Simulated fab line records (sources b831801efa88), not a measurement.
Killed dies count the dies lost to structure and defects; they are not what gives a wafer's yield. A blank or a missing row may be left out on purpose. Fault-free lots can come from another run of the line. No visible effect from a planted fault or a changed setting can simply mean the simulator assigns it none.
Chamber matching -- flow gf180mcu -- GF_PASSIVATION_CVD_00 on pecvd-03 has 3 sister chambers
The step deposits SiO2 from TEOS, target thk 1000 nm, time 111.95 s. 3 wafers are shown with their chamber, then 10 later ones without.

== WAFERS PAIRED WITH THEIR CHAMBERS ==
wafer,chamber,heater_power_w (W)
L081.6,0,630
L083.3,2,640
L088.4,1,735

== WAFERS WHOSE CHAMBER IS MISSING ==
wafer,heater_power_w (W)
L088.5,622
L094.1,627
L094.5,787
L094.6,669
L096.1,623
L096.2,645
L096.3,711
L096.4,518
L096.5,785
L096.6,519

== WHICH CHAMBER EACH WENT THROUGH ==
wafer,from the rows above,in truth
L088.5,can't be placed: 0 or 2 or 1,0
L094.1,can't be placed: 0 or 2 or 1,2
L094.5,can't be placed: 1 or 2 or 0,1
L094.6,can't be placed: 2 or 0 or 1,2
L096.1,can't be placed: 0 or 2 or 1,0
L096.2,can't be placed: 2 or 0 or 1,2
L096.3,can't be placed: 1 or 2 or 0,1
L096.4,can't be placed: 0 or 2 or 1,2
L096.5,can't be placed: 1 or 2 or 0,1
L096.6,can't be placed: 0 or 2 or 1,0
Correct placement for 0 of the 10. From these rows, 10 cannot be placed; in 10 the true chamber is one of the candidates. Placed wrongly: 0.
How it was worked out, from the rows above alone: a wafer's distance from a chamber is the root of the sum, over the readings, of the square of ((its reading less the chamber's mean) divided by the reading's scatter). If the next closest chamber is less than 2 further off than the closest, the wafer can't be placed; otherwise it belongs to the closest. For every chamber, the mean is computed from those of its wafers that are shown. The scatter: with one shown wafer a chamber, the root of the mean of the squares of how far each hidden wafer lies from its nearest shown one.
